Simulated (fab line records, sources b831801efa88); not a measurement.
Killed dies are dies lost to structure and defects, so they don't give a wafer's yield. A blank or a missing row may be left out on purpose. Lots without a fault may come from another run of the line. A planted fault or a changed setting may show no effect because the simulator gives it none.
Which tool did it? | flow gf180mcu | 14 lots, 42 wafers sampled, at 3 steps of a route of 602

WHAT THE GAUGES READ, wafer by wafer
GF_CONTACT_THK_MEAS_26: measures by xrf.
lot  | measured     | on            | CONTACT_W_THK (nm)
L798 | day 15 23:53 | film_metro-03 | 309 301 309
L799 | day 16 07:59 | film_metro-04 | 302 304 304
L800 | day 16 15:17 | film_metro-04 | 300 303 306
L807 | day 19 06:20 | film_metro-01 | 303 305 305
L806 | day 19 11:35 | film_metro-04 | 309 305 310
L810 | day 20 21:59 | film_metro-04 | 301 296 300
L813 | day 22 02:50 | film_metro-01 | 308 307 307
L815 | day 22 07:59 | film_metro-04 | 292 298 299
L816 | day 22 17:58 | film_metro-04 | 298 299 301
L817 | day 22 20:43 | film_metro-04 | 298 295 303
L818 | day 23 14:35 | film_metro-01 | 303 303 303
L819 | day 23 15:47 | film_metro-04 | 300 302 304
L820 | day 23 21:18 | film_metro-03 | 307 303 303
L821 | day 24 05:59 | film_metro-03 | 302 301 302

WHICH TOOL RAN EACH LOT (tool, then ch and the chambers of the sampled wafers, then the start)
lot  | GF_HV_LDD_IMPLANT_21            | GF_CONTACT_STRIP_18
L798 | implanter-02 ch 0, day 10 13:38 | plasma_asher-01 ch 0,1, day 15 23:15
L799 | implanter-02 ch 0, day 10 23:47 | plasma_asher-02 ch 0,1, day 16 07:23
L800 | implanter-04 ch 0, day 11 06:52 | plasma_asher-01 ch 0,1, day 16 14:39
L807 | implanter-02 ch 0, day 13 10:29 | plasma_asher-04 ch 0,1, day 19 05:42
L806 | implanter-02 ch 0, day 13 13:46 | plasma_asher-04 ch 0,1, day 19 10:51
L810 | implanter-03 ch 0, day 14 20:44 | plasma_asher-04 ch 0,1, day 20 21:17
L813 | implanter-04 ch 0, day 15 23:06 | plasma_asher-02 ch 0,1, day 22 02:12
L815 | implanter-03 ch 0, day 16 02:04 | plasma_asher-02 ch 0,1, day 22 07:21
L816 | implanter-03 ch 0, day 16 13:52 | plasma_asher-04 ch 0,1, day 22 17:20
L817 | implanter-03 ch 0, day 16 17:35 | plasma_asher-04 ch 0,1, day 22 20:06
L818 | implanter-04 ch 0, day 17 09:26 | plasma_asher-02 ch 0, day 23 13:57
L819 | implanter-02 ch 0, day 17 09:59 | plasma_asher-04 ch 0,1, day 23 15:09
L820 | implanter-02 ch 0, day 17 17:37 | plasma_asher-02 ch 0, day 23 20:39
L821 | implanter-04 ch 0, day 18 02:37 | plasma_asher-04 ch 1, day 24 05:21
- GF_HV_LDD_IMPLANT_21
- GF_CONTACT_STRIP_18: strips in O2/N2.

WHAT THE TOOLS THEMSELVES READ (means of the sampled wafers that have a number; where no wafer has one, the mark that the record gives instead)
GF_HV_LDD_IMPLANT_21.
lot  | tool         | beam_energy_keV
L798 | implanter-02 | 24.993
L799 | implanter-02 | 24.994
L800 | implanter-04 | 24.991
L807 | implanter-02 | 23.328
L806 | implanter-02 | 23.324
L810 | implanter-03 | 25.001
L813 | implanter-04 | 25.014
L815 | implanter-03 | 24.993
L816 | implanter-03 | 25.000
L817 | implanter-03 | 24.996
L818 | implanter-04 | 24.998
L819 | implanter-02 | 24.995
L820 | implanter-02 | 25.003
L821 | implanter-04 | 25.003

GF_CONTACT_STRIP_18.
lot  | tool            | drypump_motor_current_A (A) | heater_power_w (W) | oes_product_au (a.u.)
L798 | plasma_asher-01 | 5.7                         | 312                | 0.580
L799 | plasma_asher-02 | 5.5                         | 402                | 0.580
L800 | plasma_asher-01 | 5.7                         | 315                | 0.577
L807 | plasma_asher-04 | 5.3                         | 308                | 0.581
L806 | plasma_asher-04 | 5.6                         | 309                | 0.585
L810 | plasma_asher-04 | 5.3                         | 308                | 0.582
L813 | plasma_asher-02 | 5.5                         | 406                | 0.586
L815 | plasma_asher-02 | 5.6                         | 413                | 0.581
L816 | plasma_asher-04 | 5.3                         | 307                | 0.582
L817 | plasma_asher-04 | 5.6                         | 309                | 0.580
L818 | plasma_asher-02 | 5.4                         | 400                | 0.578
L819 | plasma_asher-04 | 5.3                         | 310                | 0.584
L820 | plasma_asher-02 | 5.4                         | 389                | 0.575
L821 | plasma_asher-04 | 5.0                         | 309                | 0.580

THE ANSWER, worked out from the rows above alone
Rule: what is usual is taken from the lots themselves. Put in order of their means at a reading, lots are off if they are a third of the lots or fewer, leave a main group of 4 or more, and stand apart from it by a gap of 3 or more times the standard deviation of the main group's means; of several such gaps the widest counts. A main group whose means are all the same, to the digits that the tables above print for the reading, isn't used. A lot without any number at a reading at which 4 lots or more have one is off too. The other lots that the step has rows for count as sound. The gauges are gone through in route order, then the tools' own readings, and for those a lot's mean is taken as printed above. The first step at which some lot is off is used, and at that step the reading that is off furthest; a lot without a number counts as furthest.
Off: L807, L806, at GF_HV_LDD_IMPLANT_21 (beam_energy_keV). The main group: mean 24.998, standard deviation 0.0061.
A tool fits if, at that step or a process step before it, it ran every lot that is off, and no sound lot after the first of them. None of those tried fits.

WHAT THE SIMULATOR HAD PUT IN
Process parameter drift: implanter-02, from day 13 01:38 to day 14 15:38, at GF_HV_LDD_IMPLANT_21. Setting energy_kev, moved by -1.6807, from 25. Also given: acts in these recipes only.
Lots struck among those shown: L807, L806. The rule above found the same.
